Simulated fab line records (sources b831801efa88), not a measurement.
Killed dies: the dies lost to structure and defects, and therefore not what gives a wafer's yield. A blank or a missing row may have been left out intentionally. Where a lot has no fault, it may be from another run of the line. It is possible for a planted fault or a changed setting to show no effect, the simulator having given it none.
A lot that was struck, set against a sound lot | flow sky130 | 43 steps out of a route of 708
Sound: these wafers, L134.1, L134.4, L134.5. Wafers struck: L147.1, L147.4, L147.6. At the end, the cause is stated.
Each step with rows lists, per side, the tool, then ch with its chambers, then its first start. Under that, the readings that differ: sound wafers | struck wafers | difference of the means | sigmas: that difference in standard deviations of wafers without a fault.
alike: readings whose means differ by less than 2 such deviations, and words and numbers that are the same on both sides. not compared: withheld readings, readings that some wafer has no value for, bounds like >300 that may hide the same value, and numbers for which the record gives no deviation and whose values overlap.
The two part at a step that has a row with sigmas, a row that says differs or no value, or rows on one side only. Numbers that have no deviation but don't overlap get no sigmas and don't part them. Lack of a reading on every wafer of one side parts them only where that side has two or more wafers.

first, 4 steps without rows for these wafers: SKY_VIA2_SOFTBAKE_08 (time 90 s); SKY_VIA2_EXPOSE_09 (exposes mask VIM2, target cd 200 nm); SKY_VIA2_PEB_10; SKY_VIA2_DEVELOP_11 (develop time 60 s).
SKY_VIA2_CD_MEAS_12 targets a cd of 200 nm.
  sound on cd_sem-01 at day 38 11:46; struck on cd_sem-01 at day 42 09:13
  alike: cd_nm
SKY_VIA2_OVL_MEAS_13:
  sound on overlay-01 at day 38 11:53; struck on overlay-02 at day 42 09:20
  alike: VIA2_OVL
then, 6 steps without rows for these wafers: SKY_VIA2_ETCH_14 (etches BARC in N2/H2, stops on SiO2, time 45.9 s, target depth 60 nm); SKY_VIA2_ETCH_15 (etches SiO2 in C4F8/O2/Ar, stops on TiN, target depth 546 nm, time 84 s); SKY_VIA2_STRIP_16 (strips in O2/N2); SKY_VIA2_STRIP_17 (strips in post etch residue remover, time 1200 s); SKY_VIA2_CLEAN_18 (cleans in IPA, time 180 s); SKY_VIA2_CLEAN_19 (cleans in O3/DIW).
SKY_VIA2_SPUTTER_20: material TiN, target thk 20 nm, time 80 s.
  sound on pvd_sputter-01 at day 38 12:37; struck on pvd_sputter-02 at day 42 10:10
  alike: cathode_dc_power_W, throttle_valve_pct
SKY_VIA2_CVD_21: deposits W, target thk 420 nm, time 126.4 s.
  sound on cvd_w-01 ch 0,1, day 38 12:41; struck on cvd_w-02 ch 1, day 42 10:14
  reading            | sound        | struck      | difference | sigmas
  heater_power_w (W) | 1012 945 975 | 828 834 838 | -144       | -2
  alike: chamber_pressure_Torr
SKY_VIA2_RS_MEAS_22: uses a four-point probe to measure.
  sound on film_metro-02 at day 38 12:49; struck on film_metro-01 at day 42 10:22
  alike: VIA2_W_RS
SKY_VIA2_THK_MEAS_23: measures by xrf.
  sound on film_metro-02 at day 38 12:56; struck on film_metro-01 at day 42 10:29
  alike: VIA2_W_THK
then, 2 steps without rows for these wafers: SKY_VIA2_CMP_24 (polishes, stops on SiO2, t overpolish 20 s, target thk 0 nm); SKY_METAL3_SPUTTER_00 (material Ti, target thk 15 nm, time 10 s).
SKY_METAL3_SPUTTER_01: material TiN, target thk 20 nm, time 16.7 s.
  sound on pvd_sputter-03 at day 38 13:19; struck on pvd_sputter-04 at day 42 10:52
  reading                | sound                | struck               | difference | sigmas
  cathode_dc_power_W (W) | 6497.8 6498.0 6499.8 | 6500.7 6500.9 6501.8 | +2.6       | +2
  alike: throttle_valve_pct
SKY_METAL3_SPUTTER_02: material AlCu, target thk 735 nm, time 39.1 s.
  sound on pvd_sputter-03 at day 38 13:20; struck on pvd_sputter-04 at day 42 10:53
  alike: cathode_dc_power_W, throttle_valve_pct
SKY_METAL3_SPUTTER_03: material Ti, target thk 5 nm, time 3.3 s.
  sound on pvd_sputter-03 at day 38 13:23; struck on pvd_sputter-04 at day 42 10:56
  alike: cathode_dc_power_W, throttle_valve_pct
then, 2 steps without rows for these wafers: SKY_METAL3_SPUTTER_04 (material TiN, target thk 70 nm, time 58.3 s); SKY_CAPM_CVD_00 (deposits SiO2, target thk 15.5 nm).
SKY_CAPM_THK_MEAS_01:
  sound on film_metro-02 at day 38 13:28; struck on film_metro-04 at day 42 11:01
  alike: CAPM_CVD_00_THK
then, 1 step without rows for these wafers: SKY_CAPM_SPUTTER_02 (material TiN, target thk 200 nm, time 166.7 s).
SKY_CAPM_RS_MEAS_03: uses a four-point probe to measure.
  sound on film_metro-03 at day 38 13:38; struck on film_metro-04 at day 42 11:11
  alike: CAPM_TIN_RS
SKY_CAPM_THK_MEAS_04: measures by xrf.
  sound on film_metro-03 at day 38 13:46; struck on film_metro-04 at day 42 11:19
  alike: CAPM_TIN_THK
then, 7 steps without rows for these wafers: SKY_CAPM_DEHYDRATE_05 (time 60 s); SKY_CAPM_HMDS_06 (prime time 60 s); SKY_CAPM_COAT_07 (resist thk 1140 nm); SKY_CAPM_SOFTBAKE_08 (time 60 s); SKY_CAPM_EXPOSE_09 (exposes mask CAPM, target cd 1000 nm); SKY_CAPM_PEB_10; SKY_CAPM_DEVELOP_11 (develop time 60 s).
SKY_CAPM_OVL_MEAS_12:
  sound on overlay-01 at day 39 14:12; struck on overlay-02 at day 43 10:24
  alike: CAPM_OVL
SKY_CAPM_METAL_ETCH_13: etches TiN in Cl2/BCl3, stops on SiO2, target depth 220 nm, time 62.9 s.
  sound on rie_metal-03 ch 0, day 39 14:14; struck on rie_metal-04 ch 0,1, day 43 10:26
  alike: drypump_motor_current_A, oes_product_au, throttle_valve_pct
  not compared: rf_hours_counter_h
then, 6 steps without rows for these wafers: SKY_CAPM_STRIP_14 (strips in O2/N2); SKY_CAPM_STRIP_15 (strips in post etch residue remover, time 1200 s); SKY_CAPM_CLEAN_16 (cleans in IPA, time 180 s); SKY_CAPM_CLEAN_17 (cleans in O3/DIW); SKY_METAL3_DEHYDRATE_05 (time 60 s); SKY_METAL3_HMDS_06 (prime time 60 s).
-- the record jumps here: 7 days lie between the struck wafers' starts before and after (it left off in module METAL3 and takes up again in module PAD_OPEN, whose first step shown is number 708 of the route) --
SKY_PAD_OPEN_PROBE_99:
  record: rows for the struck wafers here (prober-01, day 50 10:24), none for the sound ones

## WHERE THEY PART
Earliest at SKY_VIA2_CVD_21; latest, in this record, at SKY_PAD_OPEN_PROBE_99.

WHY: whatever the simulator had introduced
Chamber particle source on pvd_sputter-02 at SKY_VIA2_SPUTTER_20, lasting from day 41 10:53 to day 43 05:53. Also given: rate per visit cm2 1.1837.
